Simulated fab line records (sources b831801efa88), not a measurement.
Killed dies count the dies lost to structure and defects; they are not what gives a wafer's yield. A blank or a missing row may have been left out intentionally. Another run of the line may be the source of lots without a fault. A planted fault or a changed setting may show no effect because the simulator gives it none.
Split-lot study | flow gf180mcu | 23 wafers read across 5 lots, on a route 602 steps long

== SPLIT DETAILS ==
At GF_V2_COAT_09 (resist thk 1000 nm), the setting resistThkNm was moved away from the recipe's 1000 nm on 6 of the 23 wafers read, by -2.0% to +1.8%. All remaining wafers had this setting at the recipe value.

The reading comes from the split's own step.

== THE READING ==
KrF_of_V2_COAT_09.thkNm (the simulator's own value, which no gauge read), in nm, at GF_V2_COAT_09 (resist thk 1000 nm). No usual value for it is given in the file. Average 998.1 nm, standard deviation 2.4 nm, over the 17 wafers here run with the recipe.

wafer  | tool, chamber at the split | resistThkNm as run, nm | against the recipe | KrF_of_V2_COAT_09.thkNm, nm | against lot-mates on the recipe
L074.1 | lithoTrack-04, 0           | 1000                   | recipe             | 1000                        | -
L074.2 | lithoTrack-04, 0           | 1000                   | recipe             | 997.3                       | -
L074.3 | lithoTrack-04, 0           | 1000                   | recipe             | 999.9                       | -
L074.5 | lithoTrack-04, 0           | 1000                   | recipe             | 997.1                       | -
L074.6 | lithoTrack-04, 0           | 1000                   | recipe             | 997.2                       | -
L075.1 | lithoTrack-01, 0           | 1000                   | recipe             | 999.1                       | -
L075.2 | lithoTrack-01, 0           | 1000                   | recipe             | 999.7                       | -
L075.3 | lithoTrack-01, 0           | 1018                   | +1.8%              | 1012                        | +12.6
L075.5 | lithoTrack-01, 0           | 1018                   | +1.8%              | 1016                        | +16.6
L075.6 | lithoTrack-01, 0           | 1018                   | +1.8%              | 1016                        | +16.6
L076.1 | lithoTrack-03, 0           | 1000                   | recipe             | 1003                        | -
L076.3 | lithoTrack-03, 0           | 1000                   | recipe             | 1000                        | -
L076.4 | lithoTrack-03, 0           | 979.8                  | -2.0%              | 981.9                       | -19.6
L076.5 | lithoTrack-03, 0           | 979.8                  | -2.0%              | 980.6                       | -20.9
L076.6 | lithoTrack-03, 0           | 979.8                  | -2.0%              | 980.1                       | -21.4
L081.1 | lithoTrack-04, 0           | 1000                   | recipe             | 998.3                       | -
L081.2 | lithoTrack-04, 0           | 1000                   | recipe             | 994                         | -
L081.3 | lithoTrack-04, 0           | 1000                   | recipe             | 997.4                       | -
L081.4 | lithoTrack-04, 0           | 1000                   | recipe             | 1000                        | -
L081.6 | lithoTrack-04, 0           | 1000                   | recipe             | 998.9                       | -
L084.1 | lithoTrack-01, 0           | 1000                   | recipe             | 992.8                       | -
L084.3 | lithoTrack-01, 0           | 1000                   | recipe             | 998.1                       | -
L084.4 | lithoTrack-01, 0           | 1000                   | recipe             | 995.4                       | -

FIT RESULTS
A straight line over all 23 wafers: KrF_of_V2_COAT_09.thkNm changes by +8.83 nm for each +1% of resistThkNm; r = +0.97; the points scatter about the line by 2.3 nm.
The same after taking each lot's own level away (the mean of its wafers on the recipe; 23 wafers): +9.43 nm for each +1%; r = +0.98; scatter 1.9 nm.
Per that fit: largest resistThkNm move, reading shift of 19 nm.
Across the lots, their own levels run from 995.43 to 1001.50 nm, a range of 2.5 times the standard deviation given above.
The two slopes agree, so the slope changes little with the lot-to-lot level.
Check: with one of the wafers moved furthest among these (-2.0%) left out of the fit, the line predicts -19.5 nm for it against its lot-mates. It came out at -19.6 nm against them.

== FURTHER SPLITS ON THESE WAFERS ==
These wafers also went through other splits before the reading. Each is held against what the fit with the lots' levels taken away leaves over:
other split on the same wafers | wafers away from the commonest value | r with KrF_of_V2_COAT_09.thkNm (lot level and that fit taken away)
GF_M2_COAT_09 resistThkNm      | 10                                   | -0.14
GF_M2_PEB_12 pebTempC          | 5                                    | +0.30
GF_V2_CVD_00 sih4FlowSccm      | 9                                    | -0.17

== THE FILE'S OWN FIT ==
KrF_of_V2_COAT_09.thkNm changes by +9.41 nm for each +1% of resistThkNm, r = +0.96.
